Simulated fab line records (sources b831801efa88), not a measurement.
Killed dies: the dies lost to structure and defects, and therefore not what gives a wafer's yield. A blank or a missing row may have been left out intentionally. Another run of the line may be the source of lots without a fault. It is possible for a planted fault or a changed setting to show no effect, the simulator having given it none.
A struck lot beside a sound one    flow sky130    34 out of 708 route steps
Sound: the wafers L348.3, L348.5, L348.6. Struck: wafer L351.5; the same lot's L351.2 was not struck, so it is left out; see the end for the cause.
For every step that has rows: the tool of each side, followed by ch and its chambers, followed by its first start. Under that, the readings that differ: sound wafers    struck wafers    difference of the means    sigmas: that difference in standard deviations of wafers without a fault.
alike: words and numbers the same on both sides, and readings whose means are apart by under 2 such deviations; not compared: readings that were withheld, readings missing a value for some wafer, numbers with overlapping values and no deviation given by the record, and bounds like >300 which may hide the same value.
The two part at a step that has a row with sigmas, a row that says differs or no value, or rows on one side only. Non-overlapping numbers with no deviation appear without sigmas and do not part them. A reading missing from all wafers of one side parts the sides only when that side holds two or more wafers.

first, 4 steps without rows for these wafers: SKY_METAL5_SOFTBAKE_10 (time 60 s); SKY_METAL5_EXPOSE_11 (exposes mask MM5, target cd 1600 nm); SKY_METAL5_PEB_12; SKY_METAL5_DEVELOP_13 (develop time 60 s).
SKY_METAL5_DESCUM_14: chemistry O2, time 11 s.
  sound on rie_metal-04 ch 0,1, day 46 12:43; struck on rie_metal-01 ch 0, day 48 12:02
  alike: drypump_motor_current_A, he_backside_leak_sccm, oes_product_au
  not compared: rf_hours_counter_h
then, 1 step without rows for these wafers: SKY_METAL5_METAL_ETCH_15 (etches the open film in Cl2/BCl3, stops on SiO2, target depth 1260 nm, time 252 s).
SKY_METAL5_STRIP_16: strips in O2/N2.
  sound on plasma_asher-04 ch 0,1, day 46 13:00; struck on plasma_asher-02 ch 0, day 48 12:18
  alike: drypump_motor_current_A, oes_product_au, strip_time_to_endpoint_s
  not compared: rf_hours_counter_h
then, 4 steps without rows for these wafers: SKY_METAL5_STRIP_17 (strips in post etch residue remover, time 1200 s); SKY_METAL5_CLEAN_18 (cleans in IPA, time 180 s); SKY_METAL5_CLEAN_19 (cleans in O3/DIW); SKY_PASSIVATION_CVD_00 (deposits SiO2, target thk 90 nm).
SKY_PASSIVATION_THK_MEAS_01:
  sound on film_metro-01 at day 46 13:38; struck on film_metro-01 at day 48 12:58
reading                      sound           struck  difference  sigmas
PASSIVATION_CVD_00_THK (nm)  89.9 90.7 90.5  93.5    +3.1        +3
SKY_PASSIVATION_CVD_02: deposits Si3N4, target thk 540 nm.
  sound on pecvd-04 ch 1,2, day 46 13:47; struck on pecvd-04 ch 0, day 48 13:01
reading                                        sound              struck  difference  sigmas
heater_power_w (W)                             631 656 661        935     +286        +3
model.Si3N4_of_PASSIVATION_CVD_02.thk_nm (nm)  541.3 537.3 540.6  790.2   +250.5      
SKY_PASSIVATION_THK_MEAS_03:
  sound on film_metro-01 at day 46 14:02; struck on film_metro-03 at day 48 13:29
reading                      sound        struck  difference  sigmas
PASSIVATION_CVD_02_THK (nm)  541 537 541  791     +251        +36
  not compared: hold
then, 6 steps without rows for these wafers: SKY_PASSIVATION_HMDS_05 (prime time 60 s); SKY_PASSIVATION_COAT_06 (resist thk 3000 nm); SKY_PASSIVATION_SOFTBAKE_07; SKY_PASSIVATION_EXPOSE_08 (exposes mask NSM, target cd 3000 nm); SKY_PASSIVATION_PEB_09; SKY_PASSIVATION_DEVELOP_10 (develop time 60 s).
SKY_PASSIVATION_ETCH_11: etches the open film in CF4/O2, stops on AlCu, target depth 725 nm, time 161.1 s.
  sound on rie_diel-04 ch 1,2, day 47 09:14; struck on rie_diel-04 ch 2, day 49 06:44
reading                                  sound              struck  difference  sigmas
oes_product_au (a.u.)                    0.977 0.975 0.980  1.000   +0.023      +3
model.PASSIVATION.feature_depth_nm (nm)  705.1 701.3 704.4  724.1   +20.5       
model.etch.depth_nm (nm)                 705.1 701.3 704.4  724.1   +20.5       
  alike: drypump_motor_current_A, throttle_valve_pct
  not compared: rf_hours_counter_h
SKY_PASSIVATION_STRIP_12: strips in O2/N2.
  sound on plasma_asher-02 ch 0,1, day 47 09:22; struck on plasma_asher-04 ch 0, day 49 06:51
  alike: drypump_motor_current_A, oes_product_au, strip_time_to_endpoint_s
  not compared: rf_hours_counter_h
then, 7 steps without rows for these wafers: SKY_PAD_OPEN_DEHYDRATE_00 (time 60 s); SKY_PAD_OPEN_HMDS_01 (prime time 60 s); SKY_PAD_OPEN_COAT_02 (resist thk 3000 nm); SKY_PAD_OPEN_SOFTBAKE_03; SKY_PAD_OPEN_EXPOSE_04 (exposes mask PDM, target cd 60000 nm); SKY_PAD_OPEN_PEB_05; SKY_PAD_OPEN_DEVELOP_06 (develop time 60 s).
SKY_PAD_OPEN_ETCH_07: etches the open film in CF4/O2, stops on AlCu, target depth 725 nm, time 161.1 s.
  sound on rie_diel-02 ch 0,1,2, day 48 04:05; struck on rie_diel-04 ch 1, day 50 00:17
reading                sound              struck  difference  sigmas
oes_product_au (a.u.)  0.974 0.976 0.973  0.999   +0.025      +3
  alike: drypump_motor_current_A, throttle_valve_pct
  not compared: rf_hours_counter_h
SKY_PAD_OPEN_STRIP_08: strips in O2/N2.
  sound on plasma_asher-03 ch 0,1, day 48 04:13; struck on plasma_asher-01 ch 0, day 50 00:23
  alike: drypump_motor_current_A, oes_product_au, strip_time_to_endpoint_s
  not compared: rf_hours_counter_h
SKY_PAD_OPEN_STRIP_09: strips in post etch residue remover, time 1200 s.
  sound on wet_bench-02 ch 2, day 48 04:17; struck on wet_bench-01 ch 1, day 50 00:29
reading                                        sound              struck  difference  sigmas
model.Si3N4_of_PASSIVATION_CVD_02.thk_nm (nm)  540.9 536.9 540.3  789.8   +250.4      
  alike: bath_guard_temp_C
then, 1 step without rows for these wafers: SKY_PAD_OPEN_CLEAN_10 (cleans in IPA, time 180 s).
SKY_PAD_OPEN_PROBE_99:
  sound on prober-01 at day 48 06:30; struck on prober-02 at day 50 02:49
reading                                sound                 struck   difference  sigmas
model.etest.tester.sort_n_pass         418 418 426           340      -81         
model.etest.tester.sort_yield_pct (%)  84.96 84.96 86.59     69.11    -16.39      
model.etest.tester.sort_bin_5_pct (%)  7.724 8.74 6.707      23.97    +16.25      
model.etest.pad.probe_ohm              0.5282 0.4843 0.4962  4.999    +4.496      
model.etest.tester.sort_bin_8_pct (%)  0 0 0                 0.01289  +0.01289    
  alike: defect_limited_yield, killed_at_M0_to_M3, killed_at_M4_up, killed_at_contacts, killed_at_front_end, killed_at_other, killed_dies, killed_open, killed_short
  not compared: hold

== WHERE THEY PART ==
Last at SKY_PAD_OPEN_ETCH_07 as far as this record goes, first at SKY_PASSIVATION_THK_MEAS_01. Later steps at which nothing parts them and some readings are alike: SKY_PAD_OPEN_STRIP_08, SKY_PAD_OPEN_STRIP_09, SKY_PAD_OPEN_PROBE_99.

WHY: what had been put in by the simulator
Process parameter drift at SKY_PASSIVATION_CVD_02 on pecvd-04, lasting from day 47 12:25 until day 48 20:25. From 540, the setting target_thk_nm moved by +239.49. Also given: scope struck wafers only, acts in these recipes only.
